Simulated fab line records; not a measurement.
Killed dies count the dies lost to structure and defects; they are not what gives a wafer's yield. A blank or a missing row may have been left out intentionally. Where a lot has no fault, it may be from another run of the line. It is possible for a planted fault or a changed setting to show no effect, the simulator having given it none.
Comparing a struck lot with a sound one :: flow sky130 :: 33 steps out of a route of 708
Sound: wafers L241.1, L241.2, L241.3. Wafers struck: L247.2, L247.3, L247.6. Last of all comes the cause.
At each step with rows: each side's tool, then ch and its chambers, then its first start. Under that, the readings that differ: sound wafers :: struck wafers :: difference of the means :: sigmas: that difference in standard deviations of wafers without a fault.
alike: same words and numbers on both sides, and readings whose means sit less than 2 such deviations apart. not compared: any withheld reading, any reading some wafer has no value for, any bound like >300 that may hide the same value, and any number with overlapping values for which the record gives no deviation.
The two part at a step that has a row with sigmas, a row that says differs or no value, or rows on one side only. When numbers do not overlap yet have no deviation, they are printed without sigmas and do not part them. Lack of a reading on every wafer of one side parts them only where that side has two or more wafers.

first, 4 steps without rows for these wafers: SKY_LOCAL_INTERCONNECT_SOFTBAKE_07 (time 90 s); SKY_LOCAL_INTERCONNECT_EXPOSE_08 (exposes mask LI1M, target cd 170 nm); SKY_LOCAL_INTERCONNECT_PEB_09; SKY_LOCAL_INTERCONNECT_DEVELOP_10 (develop time 60 s).
SKY_LOCAL_INTERCONNECT_CD_MEAS_11: target cd 170 nm.
  sound: cd sem-01 at day 32 12:25; struck: cd sem-02 at day 34 06:46
  alike: cd nm
SKY_LOCAL_INTERCONNECT_OVL_MEAS_12:
  sound: overlay-01 at day 32 12:32; struck: overlay-02 at day 34 06:52
  alike: LOCAL_INTERCONNECT_OVL
SKY_LOCAL_INTERCONNECT_ETCH_13: etches BARC in N2/H2, stops on SiO2, time 45.9 s, target depth 60 nm.
  sound on rie metal-03 ch 0,1, day 32 12:34; struck on rie metal-02 ch 0,1, day 34 06:54
  alike: drypump motor current A, he backside leak sccm, n2 flow sccm, oes product au, throttle valve pct
  not compared: rf hours counter h
then, 1 step without rows for these wafers: SKY_LOCAL_INTERCONNECT_METAL_ETCH_14 (etches TiN in Cl2/BCl3, stops on PSG, target depth 110 nm, time 31.4 s).
SKY_LOCAL_INTERCONNECT_STRIP_15: strips in O2/N2.
  sound on plasma asher-04 ch 0,1, day 32 12:41; struck on plasma asher-04 ch 0,1, day 34 07:01
  alike: drypump motor current A, n2 flow sccm, oes product au, strip time to endpoint s
  not compared: rf hours counter h
then, 3 steps without rows for these wafers: SKY_LOCAL_INTERCONNECT_STRIP_16 (strips in post etch residue remover, time 1200 s); SKY_LOCAL_INTERCONNECT_CLEAN_17 (cleans in IPA, time 180 s); SKY_LOCAL_INTERCONNECT_CLEAN_18 (cleans in O3/DIW).
SKY_CONTACT_CVD_00: deposits Si3N4, target thk 75 nm.
  sound on pecvd-02 ch 0,1, day 32 13:17; struck on pecvd-01 ch 0,1,2, day 34 07:38
reading: rf fwd power W (W)
sound: 444.5 447.0 447.4
struck: 517.1 519.7 515.6
difference: +71.2
sigmas: +31

reading: model.Si3N4_of_CONTACT_CVD_00.thk nm (nm)
sound: 72.99 75.42 76.08
struck: 77.6 76.78 77.79
difference: +2.6
sigmas: 
  alike: heater power w
SKY_CONTACT_THK_MEAS_01:
  sound: film metro-03 at day 32 13:20; struck: film metro-03 at day 34 07:41
reading: CONTACT_CVD_00_THK (nm)
sound: 73.0 75.4 76.0
struck: 77.6 76.8 77.7
difference: +2.6
sigmas: +3
then, 1 step without rows for these wafers: SKY_CONTACT_HDPCVD_02 (deposits SiO2, target thk 565 nm, time 94.2 s).
SKY_CONTACT_THK_MEAS_03:
  sound: film metro-04 at day 32 13:28; struck: film metro-04 at day 34 07:49
  alike: CONTACT_HDPCVD_THK
then, 1 step without rows for these wafers: SKY_CONTACT_CMP_04 (polishes SiO2).
SKY_CONTACT_BOW_MEAS_05:
  sound: film metro-03 at day 32 13:49; struck: film metro-01 at day 34 08:14
  alike: CONTACT_BOW
then, 8 steps without rows for these wafers: SKY_CONTACT_DEHYDRATE_06 (time 60 s); SKY_CONTACT_HMDS_07 (prime time 60 s); SKY_CONTACT_COAT_08 (resist thk 60 nm); SKY_CONTACT_COAT_09 (resist thk 450 nm); SKY_CONTACT_SOFTBAKE_10 (time 90 s); SKY_CONTACT_EXPOSE_11 (exposes mask CTM1, target cd 170 nm); SKY_CONTACT_PEB_12; SKY_CONTACT_DEVELOP_13 (develop time 60 s).
SKY_CONTACT_CD_MEAS_14: target cd 170 nm.
  sound: cd sem-01 at day 33 17:09; struck: cd sem-02 at day 35 11:20
reading: cd nm (nm)
sound: 172.8 171.4 172.8
struck: 166.8 168.2 169.0
difference: -4.3
sigmas: -3
SKY_CONTACT_OVL_MEAS_15:
  sound: overlay-01 at day 33 17:16; struck: overlay-02 at day 35 11:26
  alike: CONTACT_OVL
SKY_CONTACT_ETCH_16: etches BARC in N2/H2, stops on SiO2, time 45.9 s, target depth 60 nm.
  sound on rie diel-02 ch 0,2,3, day 33 17:18; struck on rie diel-02 ch 0,2,3, day 35 11:28
  alike: drypump motor current A, n2 flow sccm, oes product au, throttle valve pct
  not compared: rf hours counter h
SKY_CONTACT_ETCH_17: etches SiO2 in C4F8/O2/Ar, stops on Si3N4, target depth 340 nm.
  sound on rie diel-02 ch 0,2,3, day 33 17:20; struck on rie diel-02 ch 0,2,3, day 35 11:31
  alike: oes product au
SKY_CONTACT_ETCH_18: etches Si3N4 in CHF3/O2, stops on TiN, time 39 s, target depth 75 nm.
  sound on rie diel-02 ch 0,2,3; struck on rie diel-02 ch 0,2,3
reading: model.etch.depth nm (nm)
sound: 72.99 75.42 76.08
struck: 77.6 76.78 77.79
difference: +2.6
sigmas: 
  alike: drypump motor current A, oes product au, throttle valve pct
  not compared: rf hours counter h
SKY_CONTACT_STRIP_19: strips in O2/N2.
  sound on plasma asher-03 ch 0,1, day 33 17:26; struck on plasma asher-02 ch 0,1, day 35 11:36
  alike: drypump motor current A, n2 flow sccm, oes product au, strip time to endpoint s
  not compared: rf hours counter h
SKY_PAD_OPEN_PROBE_99:
  the record has rows for the sound wafers here (prober-02, day 47 13:14) and none for the struck ones

WHERE THEY PART
At SKY_CONTACT_CVD_00 first; at SKY_PAD_OPEN_PROBE_99 last (within this record only).

WHY: what had been put in by the simulator
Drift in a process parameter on pecvd-01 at SKY_CONTACT_CVD_00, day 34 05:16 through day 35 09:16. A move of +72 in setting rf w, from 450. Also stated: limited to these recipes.
